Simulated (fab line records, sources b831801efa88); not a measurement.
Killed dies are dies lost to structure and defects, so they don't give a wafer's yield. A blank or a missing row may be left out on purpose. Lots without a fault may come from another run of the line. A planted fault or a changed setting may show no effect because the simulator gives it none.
Which tool did it? | flow sky130 | 7 lots, 21 wafers sampled, at 2 steps of a route of 708

WHAT THE GAUGES READ, wafer by wafer
SKY_NWELL_RS_MEAS_29: measures by four-point-probe.
lot  | measured     | on            | NWELL_RS (ohm/sq)
L164 | day 5 15:49  | film_metro-02 | 626.7 625.9 626.2
L166 | day 5 21:09  | film_metro-01 | 682.0 683.4 685.9
L175 | day 8 10:41  | film_metro-02 | 623.2 624.3 623.4
L177 | day 9 02:36  | film_metro-04 | 625.2 626.4 626.3
L181 | day 9 18:11  | film_metro-02 | 624.3 624.2 624.7
L183 | day 10 15:35 | film_metro-01 | 624.8 625.3 623.5
L184 | day 10 21:28 | film_metro-01 | 625.4 625.7 624.6

WHICH TOOL RAN EACH LOT (tool, then ch and the chambers of the sampled wafers, then the start)
lot  | SKY_NWELL_IMPLANT_11
L164 | implanter-02 ch 0, day 4 21:38
L166 | implanter-02 ch 0, day 5 02:30
L175 | implanter-01 ch 0, day 7 13:12
L177 | implanter-04 ch 0, day 8 04:42
L181 | implanter-02 ch 0, day 8 20:19
L183 | implanter-02 ch 0, day 9 16:01
L184 | implanter-04 ch 0, day 9 22:11
- SKY_NWELL_IMPLANT_11

THE ANSWER, worked out from the rows above alone
Rule: what is usual is taken from the lots themselves. Put in order of their means at a reading, lots are off if they are a third of the lots or fewer, leave a main group of 4 or more, and stand apart from it by a gap of 3 or more times the standard deviation of the main group's means; of several such gaps the widest counts. A main group whose means are all the same, to the digits that the tables above print for the reading, isn't used. A lot without any number at a reading at which 4 lots or more have one is off too. The other lots that the step has rows for count as sound.
Off: L166, at SKY_NWELL_RS_MEAS_29 (NWELL_RS). The main group: mean 625.0 ohm/sq, standard deviation 0.92.
A tool fits if, at a process step before that reading, it ran every lot that is off, and no sound lot after the first of them. The gauges at SKY_NWELL_RS_MEAS_29 are tried like those tools. None of those tried fits.

WHAT THE SIMULATOR HAD PUT IN
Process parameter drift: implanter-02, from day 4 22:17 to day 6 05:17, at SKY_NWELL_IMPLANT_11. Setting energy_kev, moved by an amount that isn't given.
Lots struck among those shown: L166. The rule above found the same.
